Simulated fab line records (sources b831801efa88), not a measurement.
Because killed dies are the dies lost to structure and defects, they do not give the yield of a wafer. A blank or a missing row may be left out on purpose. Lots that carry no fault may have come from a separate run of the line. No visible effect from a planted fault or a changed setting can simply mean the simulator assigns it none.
fab line records	flow gf180mcu
[record] lots = 6	wafers = 18	last_day = 34
route steps=602 shown MVSD@70 MVPSD@78
lots untouched by any fault: they come from a run of this same line in which no faults occurred
start_h: hours from the record's first day to the start of the lot's first wafer shown	wait_h: time in hours since the lot's previous step	" unchanged from the row above	L1.1+2: several wafers, shown together as one row	- value missing, or start not given	* or withheld: withheld	< > ~ a bound
route shown NAME@n: names a module that has steps shown in the file, with the first one's number in the route	usual: the fault-free wafers' mean and standard deviation	same: alike in all rows	chamber/n: place in a boat	sites: readings site by site	_std_site: the values' standard deviation	_edge_site: mean of outer sites minus mean of inner sites	radius_mm: how far each site lies from the wafer's centre	mask NAME#n: copy n	behind: the tool/chamber that last shaped the wafer	hold: cause of the lot's hold/its duration in hours/its outcome	device: transistor that didn't switch, given as n, p or np	end of line: the route-end tests of the same wafers	for a step that has no rows: nothing shown but its recipe	killed: dies that structure and defects cost at the first sort, which is not the same as the wafer's yield	map: a wafer's dies, x killed, . not, _ none there
set.NAME: setting as actually run; set.NAME@STEP: the setting as run at that earlier step	model.NAME: the simulator's own value behind a step, which no gauge read
a table for each step, a row for each wafer; lots at some steps of the route
services: from which hour (start_h, from the record's first day; less than 0 if before it) a tool's chamber was out of use, for how many hours, and why
[[steps]]
[step GF_MVSD_EXPOSE_04]
[recipe] mask_id = MVSD	target_cd_nm = 1000	na = 0.6	source_shape = conventional	sigma_outer = 0.6	dose_mj = 260
[step GF_MVSD_PEB_05]
[recipe] temp_c = 115	time_s = withheld
[step GF_MVSD_DEVELOP_06]
[recipe] wall_angle_deg = 90	develop_time_s = 60	dev_temp_c = 23
[step GF_MVSD_OVL_MEAS_07]
[usual] MVSD_OVL = -0.8/1.3
lot.wafer	tool	chamber	start_h	wait_h	MVSD_OVL[nm]
L448.3	overlay-01	-	104.69	-	-1.4
L448.4	"	-	"	"	-1.3
L448.5	"	-	"	"	-1.1
L453.2	overlay-01	-	136.23	-	0.7
L453.3	"	-	"	"	-0.1
L453.4	"	-	"	"	0.7
L454.1	overlay-02	-	141.60	-	-1.2
L454.3	"	-	"	"	-1.2
L454.5	"	-	"	"	-1.5
L465.2	overlay-02	-	202.79	-	-1.4
L465.4	"	-	"	"	-1.9
L465.6	"	-	"	"	-3.1
L466.3	overlay-01	-	209.16	-	-1.9
L466.4	"	-	"	"	-1.9
L466.5	"	-	"	"	-2.8
L467.1	overlay-01	-	215.55	-	-0.5
L467.2	"	-	"	"	-1.3
L467.6	"	-	"	"	-0.6
[step GF_MVSD_IMPLANT_08]
[recipe] species = P	energy_kev = 400	dose_cm2 = 1.6e+13	tilt_deg = 0
[step GF_MVSD_IMPLANT_09]
[recipe] species = P	energy_kev = 100	dose_cm2 = 5e+12	tilt_deg = 0
[step GF_MVSD_STRIP_10]
[recipe] chemistry = O2/N2	power_w = 1400	pressure_mtorr = 1500	platen_temp_c = 250	o2_flow_sccm = 3000	n2_flow_sccm = 300	overash_fraction = 0.5
[usual] drypump_motor_current_A = 5.8/0.63	heater_power_w = 360/51	oes_product_au = 0.723/0.0047	strip_time_to_endpoint_s = 36.97/0.11
lot.wafer	tool	chamber	start_h	wait_h	drypump_motor_current_A	heater_power_w	oes_product_au	rf_hours_counter_h	strip_time_to_endpoint_s
L448.3	plasma_asher-04	1	105.05	0.1	5.2	440	0.718	-	36.99
L448.4	"	0	"	"	5.0	302	0.726	-	37.06
L448.5	"	1	"	"	5.2	428	0.719	-	36.91
L453.2	plasma_asher-04	0	136.56	0.1	5.0	300	0.721	51	37.06
L453.3	"	1	"	"	5.2	433	0.726	-	36.96
L453.4	"	0	"	"	5.0	304	0.719	-	36.98
L454.1	plasma_asher-01	0	141.94	0.1	6.6	417	0.729	48	36.94
L454.3	"	0	"	"	6.7	406	0.729	-	36.87
L454.5	"	1	"	"	6.0	325	0.720	-	36.90
L465.2	plasma_asher-03	1	203.12	0.1	5.1	333	0.725	9	37.05
L465.4	"	1	"	"	5.1	325	0.730	-	37.17
L465.6	"	0	"	"	5.4	344	0.723	-	37.12
L466.3	plasma_asher-04	0	209.52	0.1	5.0	296	0.724	-	36.98
L466.4	"	1	"	"	5.2	434	0.727	-	37.02
L466.5	"	1	"	"	5.2	440	0.715	-	36.88
L467.1	plasma_asher-03	0	215.89	0.1	5.4	351	0.734	10	37.16
L467.2	"	1	"	"	5.1	324	0.725	10	37.06
L467.6	"	0	"	"	5.4	352	0.716	-	37.05
[step GF_MVSD_TW_MEAS_11]
[usual] MVSD_TW = 1588/21
lot.wafer	tool	chamber	start_h	wait_h	MVSD_TW
L448.3	film_metro-03	-	105.13	0.1	1609
L448.4	"	-	"	"	1610
L448.5	"	-	"	"	1622
L453.2	film_metro-01	-	136.67	0.1	1568
L453.3	"	-	"	"	1568
L453.4	"	-	"	"	1575
L454.1	film_metro-03	-	142.04	0.1	1617
L454.3	"	-	"	"	1617
L454.5	"	-	"	"	1618
L465.2	film_metro-03	-	203.23	0.1	1621
L465.4	"	-	"	"	1618
L465.6	"	-	"	"	1613
L466.3	film_metro-01	-	209.61	0.1	1575
L466.4	"	-	"	"	1565
L466.5	"	-	"	"	1568
L467.1	film_metro-01	-	215.99	0.1	1556
L467.2	"	-	"	"	1566
L467.6	"	-	"	"	1567
[step GF_MVPSD_DEHYDRATE_00]
[recipe] temp_c = 200	time_s = 60
[step GF_MVPSD_HMDS_01]
[recipe] prime_time_s = 60	prime_temp_c = 120
[step GF_MVPSD_COAT_02]
[recipe] spin_rpm = 2000	resist_thk_nm = 3000
[step GF_MVPSD_SOFTBAKE_03]
[recipe] temp_c = 110	time_s = withheld
[step GF_MVPSD_EXPOSE_04]
[recipe] mask_id = MVPSD	target_cd_nm = 1000	na = 0.6	source_shape = conventional	sigma_outer = 0.6	dose_mj = 260
[usual] exposure_dose_mJ_cm2 = 260.02/0.24	focus_offset_nm = 0.0/0.49
lot.wafer	tool	chamber	start_h	wait_h	mask	exposure_dose_mJ_cm2	focus_offset_nm
L448.3	iline_stepper-02	0	112.89	-	MVPSD#0	259.74	0.4
L448.4	"	0	"	"	MVPSD#0	260.27	0.3
L448.5	"	0	"	"	MVPSD#0	259.92	0.1
L453.2	iline_stepper-02	-	144.44	-	MVPSD#0	-	-
L453.3	"	-	"	"	MVPSD#0	-	-
L453.4	"	-	"	"	MVPSD#0	-	-
L454.1	iline_stepper-01	-	149.50	-	MVPSD#0	-	-
L454.3	"	-	"	"	MVPSD#0	-	-
L454.5	"	-	"	"	MVPSD#0	-	-
L465.2	iline_stepper-01	0	211.02	-	MVPSD#0	260.08	-0.5
L465.4	"	0	"	"	MVPSD#0	260.36	0.0
L465.6	"	0	"	"	MVPSD#0	260.06	0.2
L466.3	iline_stepper-02	0	218.66	-	MVPSD#0	260.02	0.4
L466.4	"	0	"	"	MVPSD#0	260.42	0.0
L466.5	"	0	"	"	MVPSD#0	260.10	-0.1
L467.1	iline_stepper-01	0	225.27	-	MVPSD#0	260.00	0.8
L467.2	"	0	"	"	MVPSD#0	259.96	0.0
L467.6	"	0	"	"	MVPSD#0	260.12	0.1
[step GF_MVPSD_PEB_05]
[recipe] temp_c = 115	time_s = withheld
[[services]]
tool	chamber	start_h	hours	kind
plasma_asher-03	-	108.75	9.0	pm
plasma_asher-03	0	108.75	9.0	vent_cycle
plasma_asher-03	1	108.75	9.0	vent_cycle
iline_stepper-01	-	112.72	1.7	pm
plasma_asher-01	-	112.94	14.6	pm
plasma_asher-03	0	117.75	-	clean
plasma_asher-03	1	117.75	-	clean
plasma_asher-03	-	167.78	1.4	repair
plasma_asher-03	-	169.81	0.5	repair
plasma_asher-03	-	199.37	2.8	pm
iline_stepper-02	-	207.35	1.7	pm
[[key]]
[first_sign] step = GF_MVPSD_EXPOSE_04	reading = tool_record	direction = missing
effect none on later readings
met_at GF_MVPSD_EXPOSE_04
struck_wafers L453.2,L453.3,L453.4,L454.1,L454.3,L454.5
sort_left_out L453.2,L453.3,L453.4,L454.1,L454.3,L454.5
tester_left_out L453,L454
onset_between 112.89 144.44
[fault] kind = skipped_step_whole	tool = iline_stepper-01,iline_stepper-02	chamber = -	onset_h = 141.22	steps = GF_MVPSD_EXPOSE_04	scope = struck_lots_only
// tester_left_out: of these lots the tester's yield and bins aren't shown, on N5 and GAA mostly nor the transistor test; their killed dies are dies lost to structure and defects alone, not to doping, threshold or leakage, so they don't give the yield
// sort_left_out: the simulated sort isn't trusted on such a fault, so these wafers' sort isn't shown, and their yield isn't known
